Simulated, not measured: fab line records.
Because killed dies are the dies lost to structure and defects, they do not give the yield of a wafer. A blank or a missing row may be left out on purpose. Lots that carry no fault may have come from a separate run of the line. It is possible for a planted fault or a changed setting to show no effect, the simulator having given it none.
Struck lot and sound lot, side by side / flow sky130 / 17 out of 708 route steps
Sound: these wafers, L804.2, L804.3, L804.4. Wafers struck: L803.3, L803.4, L803.5. The cause is given at the end.
Per side, at each step with rows, come the tool, then ch with its chambers, and then its first start. Under that, the readings that differ: sound wafers / struck wafers / difference of the means / sigmas: that difference in standard deviations of wafers without a fault.
alike: readings whose means differ by less than 2 such deviations, and words and numbers that are the same on both sides. not compared: withheld readings, readings that some wafer has no value for, bounds like >300 that may hide the same value, and numbers for which the record gives no deviation and whose values overlap.
The two part at a step that has a row with sigmas, a row that says differs or no value, or rows on one side only. Non-overlapping numbers with no deviation appear without sigmas and do not part them. Lack of a reading on every wafer of one side parts them only where that side has two or more wafers.

SKY_SONOS_ONO_OVL_MEAS_14:
  sound: overlay-01 at day 19 15:27; struck: overlay-02 at day 19 09:34
  alike: SONOS_ONO_OVL
SKY_SONOS_ONO_ETCH_15: etches the open film in CHF3/O2, target depth 19.52 nm, time 7.8 s.
  sound on rie diel-03 ch 0,1,2, day 19 15:29; struck on rie diel-02 ch 1,2,3, day 19 09:35
  alike: drypump motor current A, oes product au, throttle valve pct
  not compared: rf hours counter h
then, 1 step without rows for these wafers: SKY_SONOS_ONO_WET_ETCH_16 (etches SiO2 in dHF, target depth 14 nm, time 280 s).
SKY_SONOS_ONO_STRIP_17: strips in O2/N2.
  sound on plasma asher-04 ch 0,1, day 19 15:35; struck on plasma asher-02 ch 0,1, day 19 09:44
  alike: drypump motor current A, oes product au, strip time to endpoint s
  not compared: rf hours counter h
then, 3 steps without rows for these wafers: SKY_SONOS_ONO_WET_ETCH_18 (etches Si3N4 in H3PO4, target depth 15 nm, time 172 s); SKY_GATE_OXIDE_CLEAN_00 (cleans in SC1/SC2, time 150 s); SKY_GATE_OXIDE_OXIDATION_01 (stabilise 600 s, purge 300 s, target thk 10.268 nm).
SKY_GATE_OXIDE_THK_MEAS_02:
  sound: film metro-02 at day 19 17:59; struck: film metro-03 at day 19 11:21
  alike: GATE_OXIDE_OXIDATION_00_THK
then, 4 steps without rows for these wafers: SKY_GATE_OXIDE_DEHYDRATE_03 (time 60 s); SKY_GATE_OXIDE_HMDS_04 (prime time 60 s); SKY_GATE_OXIDE_COAT_05 (resist thk 1140 nm); SKY_GATE_OXIDE_SOFTBAKE_06 (time 60 s).
SKY_GATE_OXIDE_EXPOSE_07: exposes mask LVOM, target cd 600 nm.
  sound on iline stepper-02 ch 0, day 20 09:35; struck on iline stepper-01 ch 0, day 20 02:22
reading=model.GATE_OXIDE.overlay x nm (nm); sound=1.503 1.503 1.503; struck=-116.8 -116.8 -116.8; difference=-118.3; sigmas=
  alike: mask
then, 2 steps without rows for these wafers: SKY_GATE_OXIDE_PEB_08; SKY_GATE_OXIDE_DEVELOP_09 (develop time 60 s).
SKY_GATE_OXIDE_OVL_MEAS_10:
  sound: overlay-02 at day 21 01:05; struck: overlay-01 at day 20 17:48
reading=GATE_OXIDE_OVL (nm); sound=0.1 1.1 0.8; struck=-117.0 -116.9 -117.4; difference=-117.8; sigmas=-99 or more
after that, 1 step had no rows for these wafers: SKY_GATE_OXIDE_IMPLANT_11.

## WHERE THEY PART
Only at SKY_GATE_OXIDE_OVL_MEAS_10, as far as this record shows.

WHY: the cause the simulator had injected
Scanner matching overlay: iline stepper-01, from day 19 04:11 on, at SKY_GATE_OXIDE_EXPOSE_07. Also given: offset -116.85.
